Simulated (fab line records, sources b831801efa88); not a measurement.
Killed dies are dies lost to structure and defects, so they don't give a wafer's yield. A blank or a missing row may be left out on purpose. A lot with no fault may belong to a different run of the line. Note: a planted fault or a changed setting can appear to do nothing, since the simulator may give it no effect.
Chamber matching || flow sky130 || SKY_CONTACT_CVD_00 on pecvd-02 has 3 sister chambers
The step deposits Si3N4, target thk 75 nm. 6 wafers are shown with their chamber, then 7 later ones without.

== WAFERS PAIRED WITH THEIR CHAMBERS ==
{"wafer": "L395.4", "chamber": 1, "heaterPowerW (W)": 605}
{"wafer": "L397.6", "chamber": 1, "heaterPowerW (W)": 607}
{"wafer": "L410.3", "chamber": 0, "heaterPowerW (W)": 732}
{"wafer": "L410.5", "chamber": 2, "heaterPowerW (W)": 907}
{"wafer": "L412.1", "chamber": 2, "heaterPowerW (W)": 839}
{"wafer": "L412.3", "chamber": 0, "heaterPowerW (W)": 727}

== WAFERS WITHOUT THEIR CHAMBER ==
{"wafer": "L412.6", "heaterPowerW (W)": 718}
{"wafer": "L415.1", "heaterPowerW (W)": 796}
{"wafer": "L415.4", "heaterPowerW (W)": 790}
{"wafer": "L415.6", "heaterPowerW (W)": 887}
{"wafer": "L416.2", "heaterPowerW (W)": 482}
{"wafer": "L416.5", "heaterPowerW (W)": 829}
{"wafer": "L416.6", "heaterPowerW (W)": 777}

== WHICH CHAMBER EACH WENT THROUGH ==
{"wafer": "L412.6", "from the rows above": 0, "in truth": 0}
{"wafer": "L415.1", "from the rows above": "can't be placed: 0 or 2", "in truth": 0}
{"wafer": "L415.4", "from the rows above": "can't be placed: 0 or 2", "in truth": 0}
{"wafer": "L415.6", "from the rows above": 2, "in truth": 2}
{"wafer": "L416.2", "from the rows above": 1, "in truth": 1}
{"wafer": "L416.5", "from the rows above": "can't be placed: 2 or 0", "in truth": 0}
{"wafer": "L416.6", "from the rows above": "can't be placed: 0 or 2", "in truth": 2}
Correct placement for 3 of the 7. Not placeable from these rows: 4 (in 4, the candidates include the true chamber). Placed wrongly: 0.
How it was worked out, from the rows above alone: a wafer's distance from a chamber is the root of the sum, over the readings, of the square of ((its reading less the chamber's mean) divided by the reading's scatter). The wafer belongs to the nearest chamber; if the next one is less than 2 further off, it can't be placed. A chamber's mean is the mean of its shown wafers. The scatter is the square root of a quotient: the sum, over the shown wafers, of each reading's squared deviation from its chamber's mean, divided by wafers minus chambers.
